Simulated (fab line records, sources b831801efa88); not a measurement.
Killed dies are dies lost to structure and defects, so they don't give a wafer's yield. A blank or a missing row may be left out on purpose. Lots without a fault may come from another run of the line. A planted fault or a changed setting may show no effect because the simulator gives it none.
fab line records | flow sky130
record lots=13 wafers=39 last_day=50
route steps=708 shown METAL1@449 VIA1@471 METAL2@499 PAD_OPEN@708
lots that met no fault: from a run of the same line without faults
start_h: hours from the record's first day to the start of the lot's first wafer shown | wait_h: hours since the lot's step before | " the same as in the row above | L1.1+2: a row that stands for several wafers | - no value, or no start given | * or withheld: withheld | < > ~ a bound
route shown NAME@n: a module of which the file shows steps, and the number in the route of the first | usual: mean/standard deviation of fault-free wafers | same: alike in all rows | chamber/n: place in a boat | sites: the reading at each site | _std_site: their standard deviation | _edge_site: outer sites' mean less inner sites' | radius_mm: how far each site lies from the wafer's centre | mask NAME#n: copy n | behind: the tool/chamber that last shaped the wafer | hold: why the lot was held/for how many hours/how that ended | device: the transistor (n, p or np) that didn't switch | end of line: the same wafers' tests at the end of the route | a step without rows: its recipe alone | killed: dies lost to structure and defects at the first sort, not the wafer's yield | map: a wafer's dies, x killed, . not, _ none there
set.NAME: the setting as run; set.NAME@STEP: as run at that earlier step | model.NAME: the simulator's own value behind a step, which no gauge read
steps of the route over a sample of lots; a table a step, a row a wafer
services: from which hour (start_h, from the record's first day; less than 0 if before it) a tool's chamber was out of use, for how many hours, and why
## steps
# step SKY_METAL1_CD_MEAS_15
# recipe target_cd_nm=140
# usual cd_nm=140.2/1.6
# columns lot.wafer tool chamber start_h wait_h cd_nm
L216.1 cd_sem-01 - 762.44 - 139.8
L216.2 " - " " 140.0
L216.4 " - " " 140.3
L218.1 cd_sem-02 - 769.96 - 138.1
L218.3 " - " " 138.8
L218.5 " - " " 138.7
L219.2 cd_sem-01 - 779.80 - 137.6
L219.4 " - " " 138.2
L219.5 " - " " 138.3
L220.2 cd_sem-02 - 787.16 - 143.1
L220.3 " - " " 142.3
L220.6 " - " " 141.2
L223.2 cd_sem-02 - 820.38 - 138.7
L223.4 " - " " 138.6
L223.5 " - " " 138.7
L230.2 cd_sem-02 - 892.90 - 144.3
L230.5 " - " " 144.5
L230.6 " - " " 144.4
L231.2 cd_sem-01 - 893.13 - 139.6
L231.3 " - " " 140.0
L231.4 " - " " 140.2
L232.1 cd_sem-01 - 896.51 - 141.2
L232.4 " - " " 141.4
L232.5 " - " " 141.7
L234.1 cd_sem-02 - 898.88 - 139.8
L234.3 " - " " 141.7
L234.5 " - " " 142.2
L235.1 cd_sem-02 - 903.28 - 139.0
L235.5 " - " " 141.1
L235.6 " - " " 140.5
L236.1 cd_sem-01 - 910.34 - 141.4
L236.3 " - " " 141.7
L236.4 " - " " 142.1
L238.1 cd_sem-01 - 926.94 - 141.6
L238.2 " - " " 142.2
L238.6 " - " " 143.8
L239.3 cd_sem-01 - 934.55 - 140.3
L239.5 " - " " 139.2
L239.6 " - " " 138.6
# step SKY_VIA1_OVL_MEAS_13
# usual VIA1_OVL=0/5.8
# columns lot.wafer tool chamber start_h wait_h VIA1_OVL[nm]
L216.1 overlay-01 - 790.55 0.1 -14
L216.2 " - " " -8
L216.4 " - " " -4
L218.1 overlay-01 - 798.10 0.1 9
L218.3 " - " " 9
L218.5 " - " " 5
L219.2 overlay-01 - 809.90 0.1 -6
L219.4 " - " " -6
L219.5 " - " " -4
L220.2 overlay-01 - 815.53 0.1 -2
L220.3 " - " " -13
L220.6 " - " " -7
L223.2 overlay-01 - 847.86 0.1 1
L223.4 " - " " 6
L223.5 " - " " 2
L230.2 overlay-02 - 919.41 0.1 3
L230.5 " - " " 7
L230.6 " - " " -3
L231.2 overlay-02 - 919.76 0.1 -1
L231.3 " - " " -3
L231.4 " - " " 2
L232.1 overlay-02 - 923.23 0.1 3
L232.4 " - " " -4
L232.5 " - " " 1
L234.1 overlay-02 - 925.15 0.1 -7
L234.3 " - " " -5
L234.5 " - " " -2
L235.1 overlay-01 - 929.77 0.1 7
L235.5 " - " " 6
L235.6 " - " " 1
L236.1 overlay-01 - 935.92 0.1 1
L236.3 " - " " 0
L236.4 " - " " 8
L238.1 overlay-01 - 953.25 0.1 9
L238.2 " - " " 3
L238.6 " - " " 2
L239.3 overlay-01 - 960.76 0.1 7
L239.5 " - " " 1
L239.6 " - " " 4
# step SKY_VIA1_SPUTTER_20
# recipe material=TiN target_thk_nm=20 chamber_pressure_pa=5 power_w=4000 time_s=80
# usual chamber_pressure_pa=4.999/0.0097 throttle_valve_pct=29.8/0.74
# same time_s=80
# columns lot.wafer tool chamber start_h wait_h chamber_pressure_pa throttle_valve_pct
L216.1 pvd_sputter-02 - 791.28 0.0 4.983 29.8
L216.2 " - " " 5.012 30.6
L216.4 " - " " 5.000 29.7
L218.1 pvd_sputter-01 - 798.82 0.0 4.989 31.4
L218.3 " - " " 5.013 29.2
L218.5 " - " " 5.012 29.4
L219.2 pvd_sputter-04 - 810.71 0.0 4.998 28.7
L219.4 " - " " 5.007 28.5
L219.5 " - " " 4.984 28.6
L220.2 pvd_sputter-04 - 816.24 0.0 4.990 28.6
L220.3 " - " " 4.991 28.3
L220.6 " - " " 5.790 27.7
L223.2 pvd_sputter-04 - 848.57 0.0 5.020 30.3
L223.4 " - " " 5.782 28.2
L223.5 " - " " 4.996 30.2
L230.2 pvd_sputter-02 - 920.12 0.0 4.993 30.0
L230.5 " - " " 4.995 30.5
L230.6 " - " " 4.994 30.0
L231.2 pvd_sputter-01 - 920.48 0.0 5.015 29.9
L231.3 " - " " 4.993 29.5
L231.4 " - " " 5.001 31.1
L232.1 pvd_sputter-04 - 923.94 0.0 4.999 28.3
L232.4 " - " " 5.005 30.2
L232.5 " - " " 4.995 30.0
L234.1 pvd_sputter-04 - 925.90 0.0 4.972 28.2
L234.3 " - " " 5.004 30.3
L234.5 " - " " 4.999 28.3
L235.1 pvd_sputter-01 - 930.49 0.0 4.988 29.7
L235.5 " - " " 5.001 29.7
L235.6 " - " " 4.978 31.4
L236.1 pvd_sputter-02 - 936.64 0.0 4.993 30.0
L236.3 " - " " 5.000 30.3
L236.4 " - " " 5.003 29.6
L238.1 pvd_sputter-01 - 953.97 0.0 4.982 29.5
L238.2 " - " " 5.012 29.2
L238.6 " - " " 4.996 30.0
L239.3 pvd_sputter-01 - 961.50 0.0 4.981 29.9
L239.5 " - " " 4.993 29.6
L239.6 " - " " 4.987 29.6
# step SKY_METAL2_OVL_MEAS_16
# usual METAL2_OVL=-3/6.1
# columns lot.wafer tool chamber start_h wait_h METAL2_OVL[nm]
L216.1 overlay-02 - 817.98 0.1 -6
L216.2 " - " " -6
L216.4 " - " " -12
L218.1 overlay-01 - 826.52 0.1 -4
L218.3 " - " " -1
L218.5 " - " " 8
L219.2 overlay-02 - 837.61 0.1 0
L219.4 " - " " -7
L219.5 " - " " 2
L220.2 overlay-01 - 843.53 0.1 5
L220.3 " - " " -3
L220.6 " - " " -2
L223.2 overlay-01 - 875.31 0.1 -5
L223.4 " - " " -8
L223.5 " - " " -2
L230.2 overlay-01 - 946.28 0.1 8
L230.5 " - " " -3
L230.6 " - " " 0
L231.2 overlay-02 - 946.28 0.1 -9
L231.3 " - " " -5
L231.4 " - " " -11
L232.1 overlay-01 - 950.23 0.1 9
L232.4 " - " " 5
L232.5 " - " " 8
L234.1 overlay-01 - 952.31 0.1 -8
L234.3 " - " " -9
L234.5 " - " " 1
L235.1 overlay-02 - 955.87 0.1 -8
L235.5 " - " " 1
L235.6 " - " " -3
L236.1 overlay-02 - 961.61 0.1 -8
L236.3 " - " " -13
L236.4 " - " " -7
L238.1 overlay-02 - 978.82 0.1 -12
L238.2 " - " " -13
L238.6 " - " " -15
L239.3 overlay-01 - 986.08 0.1 -6
L239.5 " - " " 0
L239.6 " - " " -4
# step SKY_PAD_OPEN_PROBE_99
# usual defect_limited_yield=82.5/1.8 killed_at_M0_to_M3=43/6.5 killed_at_M4_up=3.1/1.8 killed_at_contacts=24/4.8 killed_at_front_end=15/4.7 killed_at_other=0.3/0.58 killed_dies=86/8.6 killed_open=47/6.7 killed_short=39/6.1 sort_bin_3_pad_short=0.8/0.38 sort_bin_5_function=10.4/1.3 sort_bin_6_memory=6.2/1.1 sort_n_pass=406/8.6 sort_yield_pct=82.5/1.8
# same gross_dies=492 killed_at_back_side=0 sort_bin_4_leakage[%]=0 sort_bin_8_speed[%]=0
# columns lot.wafer tool chamber start_h wait_h defect_limited_yield[%] killed_at_M0_to_M3 killed_at_M4_up killed_at_contacts killed_at_front_end killed_at_other killed_dies killed_open killed_short sort_bin_3_pad_short[%] sort_bin_5_function[%] sort_bin_6_memory[%] sort_n_pass sort_yield_pct[%]
L223.2 prober-02 - 1117.09 0.1 83.1 41 3 23 16 0 83 48 35 0.8 11.4 4.7 409 83.1
L223.4 prober-02 - 1117.19 0.2 79.9 47 5 23 24 0 99 55 44 0.6 13.2 6.3 393 79.9
L223.5 prober-02 - 1117.24 0.2 85.2 42 4 15 12 0 73 37 36 0.6 9.3 4.9 419 85.2
L231.2 prober-01 - 1169.98 0.1 82.3 55 0 18 14 0 87 49 38 1.2 10.0 6.5 405 82.3
L231.3 prober-01 - 1170.03 0.2 79.3 53 6 23 20 0 102 59 43 1.2 13.6 5.9 390 79.3
L231.4 prober-01 - 1170.08 0.2 82.5 35 3 35 13 0 86 50 36 0.8 9.3 7.3 406 82.5
L234.1 prober-02 - 1177.00 0.1 82.9 30 3 30 21 0 84 47 37 1.4 9.8 5.9 408 82.9
L234.3 prober-02 - 1177.10 0.2 82.9 39 2 30 13 0 84 53 31 1.4 9.3 6.3 408 82.9
L234.5 prober-02 - 1177.20 0.2 85.2 34 3 16 20 0 73 48 25 0.8 8.7 5.3 419 85.2
L235.1 prober-01 - 1177.89 0.1 83.7 38 1 27 14 0 80 39 41 0.6 10.2 5.5 412 83.7
L235.5 prober-01 - 1178.09 0.2 82.9 35 3 28 18 0 84 48 36 1.4 10.2 5.5 408 82.9
L235.6 prober-01 - 1178.14 0.2 84.1 34 3 25 16 0 78 47 31 0.6 8.7 6.5 414 84.1
L236.1 prober-02 - 1183.72 0.1 82.9 44 7 22 11 0 84 47 37 0.6 9.6 6.9 408 82.9
L236.3 prober-02 - 1183.82 0.2 83.5 35 3 29 14 0 81 41 40 0.8 10.0 5.7 411 83.5
L236.4 prober-02 - 1183.87 0.2 84.1 34 7 24 13 0 78 41 37 0.8 8.3 6.7 414 84.1
L238.1 prober-02 - 1193.96 0.1 81.1 49 3 25 15 1 93 49 44 0.6 10.8 7.5 399 81.1
L238.2 prober-02 - 1194.01 0.1 83.5 30 1 28 21 1 81 53 28 1.0 9.8 5.7 411 83.5
L238.6 prober-02 - 1194.21 0.2 82.7 35 6 31 13 0 85 55 30 1.0 10.8 5.5 407 82.7
L239.3 prober-01 - 1200.29 0.2 85.0 38 4 19 13 0 74 45 29 0.6 8.1 6.3 418 85.0
L239.5 prober-01 - 1200.39 0.2 84.1 39 4 23 12 0 78 49 29 0.4 8.9 6.5 414 84.1
L239.6 prober-01 - 1200.44 0.2 83.5 46 3 19 13 0 81 41 40 0.8 11.0 4.7 411 83.5
# killed by level:class
L223.2 LI_CONTACT:geometric_particle:open=11 VIA1:geometric_particle:open=8 VIA1:geometric_particle:short=6 VIA2:geometric_particle:short=5 CONTACT:geometric_particle:open=5 VIA2:geometric_particle:open=5 FIELD_ISO:geometric_particle:open=4 POLY_GATE:geometric_particle:open=3
L223.4 VIA1:geometric_particle:open=11 VIA3:geometric_particle:open=9 VIA2:geometric_particle:open=8 FIELD_ISO:geometric_particle:open=6 POLY_GATE:geometric_particle:short=6 LI_CONTACT:geometric_particle:open=6 LOCAL_INTERCONNECT:geometric_particle:short=6 FIELD_ISO:geometric_particle:short=5
L223.5 VIA1:geometric_particle:open=11 VIA2:geometric_particle:open=7 METAL1:geometric_particle:short=6 CONTACT:geometric_particle:open=6 POLY_GATE:geometric_particle:short=4 LI_CONTACT:geometric_particle:open=4 METAL2:geometric_particle:short=4 VIA3:geometric_particle:open=4
L231.2 VIA1:geometric_particle:open=14 METAL2:geometric_particle:short=13 CONTACT:geometric_particle:open=10 VIA3:geometric_particle:open=8 METAL1:geometric_particle:short=5 POLY_GATE:geometric_particle:short=4 VIA2:geometric_particle:open=4 VIA3:geometric_particle:short=4
L231.3 CONTACT:geometric_particle:open=10 VIA1:geometric_particle:open=10 VIA2:geometric_particle:open=9 VIA1:geometric_particle:short=6 POLY_GATE:geometric_particle:open=5 LI_CONTACT:geometric_particle:open=5 METAL3:geometric_particle:short=5 METAL4:geometric_particle:short=5
L231.4 LI_CONTACT:geometric_particle:open=9 CONTACT:geometric_particle:open=9 VIA2:geometric_particle:open=8 LOCAL_INTERCONNECT:geometric_particle:short=7 VIA1:geometric_particle:open=7 VIA3:geometric_particle:open=6 FIELD_ISO:geometric_particle:short=4 LI_CONTACT:geometric_particle:short=4
L234.1 POLY_GATE:geometric_particle:open=11 LI_CONTACT:geometric_particle:open=9 VIA1:geometric_particle:open=9 LI_CONTACT:geometric_particle:short=8 CONTACT:geometric_particle:open=7 METAL1:geometric_particle:short=6 CONTACT:geometric_particle:short=4 VIA3:geometric_particle:open=4
L234.3 VIA1:geometric_particle:open=13 LI_CONTACT:geometric_particle:open=11 CONTACT:geometric_particle:open=10 POLY_GATE:geometric_particle:open=6 VIA2:geometric_particle:short=5 METAL2:geometric_particle:short=5 VIA1:geometric_particle:short=4 CONTACT:geometric_particle:short=4
L234.5 VIA1:geometric_particle:open=10 POLY_GATE:geometric_particle:open=8 LI_CONTACT:geometric_particle:open=7 VIA1:geometric_particle:short=7 FIELD_ISO:geometric_particle:short=6 CONTACT:geometric_particle:open=5 VIA3:geometric_particle:open=5 VIA2:geometric_particle:open=5
L235.1 CONTACT:geometric_particle:short=9 CONTACT:geometric_particle:open=8 METAL2:geometric_particle:short=8 METAL1:geometric_particle:short=7 VIA2:geometric_particle:open=7 LI_CONTACT:geometric_particle:open=6 VIA3:geometric_particle:open=5 FIELD_ISO:geometric_particle:open=3
L235.5 VIA1:geometric_particle:open=11 CONTACT:geometric_particle:open=9 LI_CONTACT:geometric_particle:open=7 CONTACT:geometric_particle:short=7 VIA3:geometric_particle:open=6 POLY_GATE:geometric_particle:short=6 METAL1:geometric_particle:short=5 VIA3:geometric_particle:short=4
L235.6 CONTACT:geometric_particle:open=10 VIA1:geometric_particle:open=10 CONTACT:geometric_particle:short=7 POLY_GATE:geometric_particle:short=6 VIA3:geometric_particle:open=5 FIELD_ISO:geometric_particle:open=4 LI_CONTACT:geometric_particle:open=4 VIA1:geometric_particle:short=4
L236.1 VIA3:geometric_particle:open=12 VIA1:geometric_particle:open=7 CONTACT:geometric_particle:open=7 METAL2:geometric_particle:short=7 METAL4:geometric_particle:short=6 LI_CONTACT:geometric_particle:open=5 CONTACT:geometric_particle:short=5 FIELD_ISO:geometric_particle:open=4
L236.3 LOCAL_INTERCONNECT:geometric_particle:short=8 CONTACT:geometric_particle:open=8 VIA1:geometric_particle:open=8 LI_CONTACT:geometric_particle:open=7 CONTACT:geometric_particle:short=6 VIA3:geometric_particle:short=4 FIELD_ISO:geometric_particle:short=4 METAL1:geometric_particle:short=4
L236.4 CONTACT:geometric_particle:open=10 LI_CONTACT:geometric_particle:open=6 METAL4:geometric_particle:short=6 METAL2:geometric_particle:short=6 VIA2:geometric_particle:open=5 CONTACT:geometric_particle:short=4 METAL1:geometric_particle:short=4 VIA1:geometric_particle:open=4
L238.1 METAL1:geometric_particle:short=10 VIA1:geometric_particle:open=9 CONTACT:geometric_particle:open=8 POLY_GATE:geometric_particle:open=7 VIA3:geometric_particle:open=7 LOCAL_INTERCONNECT:geometric_particle:short=6 VIA2:geometric_particle:open=6 CONTACT:geometric_particle:short=5
L238.2 CONTACT:geometric_particle:open=13 FIELD_ISO:geometric_particle:open=8 VIA1:geometric_particle:open=7 POLY_GATE:geometric_particle:short=6 LI_CONTACT:geometric_particle:open=6 VIA3:geometric_particle:open=5 LOCAL_INTERCONNECT:geometric_particle:short=4 CONTACT:geometric_particle:short=4
L238.6 CONTACT:geometric_particle:open=15 VIA3:geometric_particle:open=9 VIA2:geometric_particle:open=8 LI_CONTACT:geometric_particle:open=6 METAL1:geometric_particle:short=6 CONTACT:geometric_particle:short=5 VIA1:geometric_particle:open=5 FIELD_ISO:geometric_particle:open=4
L239.3 VIA1:geometric_particle:open=9 CONTACT:geometric_particle:short=6 CONTACT:geometric_particle:open=5 VIA2:geometric_particle:open=5 POLY_GATE:geometric_particle:open=4 METAL1:geometric_particle:short=4 VIA3:geometric_particle:open=4 VIA2:geometric_particle:short=3
L239.5 VIA1:geometric_particle:open=12 CONTACT:geometric_particle:open=10 METAL2:geometric_particle:short=8 FIELD_ISO:geometric_particle:open=5 LI_CONTACT:geometric_particle:open=5 VIA1:geometric_particle:short=5 VIA3:geometric_particle:open=5 VIA2:geometric_particle:short=4
L239.6 VIA1:geometric_particle:open=12 VIA2:geometric_particle:short=6 VIA1:geometric_particle:short=6 LI_CONTACT:geometric_particle:open=6 LOCAL_INTERCONNECT:geometric_particle:short=5 METAL2:geometric_particle:short=5 VIA3:geometric_particle:open=5 POLY_GATE:geometric_particle:short=4
## services
# columns tool chamber start_h hours kind
pvd_sputter-02 - 844.61 2.9 repair
pvd_sputter-01 - 851.09 0.8 repair
pvd_sputter-01 - 883.96 5.5 repair
pvd_sputter-01 - 886.09 6.2 repair
pvd_sputter-01 - 886.37 1.7 repair
pvd_sputter-02 - 910.62 4.6 repair
pvd_sputter-02 - 929.41 2.2 repair
## key
first_sign step=SKY_VIA1_SPUTTER_20 reading=chamber_pressure_pa direction=up sigmas=81 usual=4.999 struck=5.786
effect none on later readings
met_at SKY_VIA1_SPUTTER_20
struck_lots L220,L223
struck_wafers L220.6,L223.4
not_acting_at SKY_METAL1_CD_MEAS_15,SKY_VIA1_OVL_MEAS_13,SKY_METAL2_OVL_MEAS_16
fault kind=process_parameter_drift tool=pvd_sputter-04 chamber=- onset_h=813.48 steps=SKY_VIA1_SPUTTER_20 channel=chamber_pressure_pa offset=0.78936 shape=step end_h=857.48 acts_in=these_recipes_only stated=5 scope=struck_wafers_only
